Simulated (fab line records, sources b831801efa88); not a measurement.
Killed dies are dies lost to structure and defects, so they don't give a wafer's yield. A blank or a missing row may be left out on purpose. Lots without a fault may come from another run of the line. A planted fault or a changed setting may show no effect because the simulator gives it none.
Chamber matching | flow gf180mcu | GF_V2_CVD_02 on pecvd-03: 3 sister chambers
The step deposits SiO2 from TEOS, target thk 850 nm, time 94.851 s. 6 wafers are shown with their chamber, then 10 later ones without.

WAFERS WITH THEIR CHAMBER
wafer  | chamber | heater_power_w (W) | rf_fwd_power_W (W)
L359.2 | 2       | 621                | 593.6
L358.4 | 1       | 712                | 592.8
L358.6 | 2       | 778                | 591.5
L369.2 | 1       | 741                | 593.8
L370.2 | 0       | 585                | 594.7
L370.4 | 0       | 619                | 596.6

WAFERS WITHOUT THEIR CHAMBER
wafer  | heater_power_w (W) | rf_fwd_power_W (W)
L370.5 | 607                | 593.1
L372.1 | 596                | 598.0
L372.2 | 712                | 592.3
L372.6 | 747                | 592.6
L374.4 | 470                | 595.5
L374.5 | 702                | 598.5
L374.6 | 757                | 591.9
L377.2 | 602                | 591.6
L377.4 | 753                | 595.6
L377.6 | 470                | 595.4

WHICH CHAMBER EACH WENT THROUGH
wafer  | from the rows above          | in truth
L370.5 | can't be placed: 2 or 1 or 0 | 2
L372.1 | 0                            | 0
L372.2 | can't be placed: 2 or 1      | 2
L372.6 | can't be placed: 1 or 2      | 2
L374.4 | 0                            | 0
L374.5 | can't be placed: 0 or 1      | 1
L374.6 | can't be placed: 2 or 1      | 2
L377.2 | can't be placed: 2 or 1 or 0 | 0
L377.4 | can't be placed: 1 or 0 or 2 | 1
L377.6 | 0                            | 0
Placed correctly: 3 of 10. Can't be placed from these rows: 7 (the true chamber is among the candidates in 7). Placed wrongly: 0.
How it was worked out, from the rows above alone: a wafer's distance from a chamber is the root of the sum, over the readings, of the square of ((its reading less the chamber's mean) divided by the reading's scatter). The wafer belongs to the nearest chamber; if the next one is less than 2 further off, it can't be placed. A chamber's mean is the mean of its shown wafers. The scatter: the root of (the sum of the squares of (reading less its chamber's mean) over the shown wafers, divided by (wafers less chambers)).
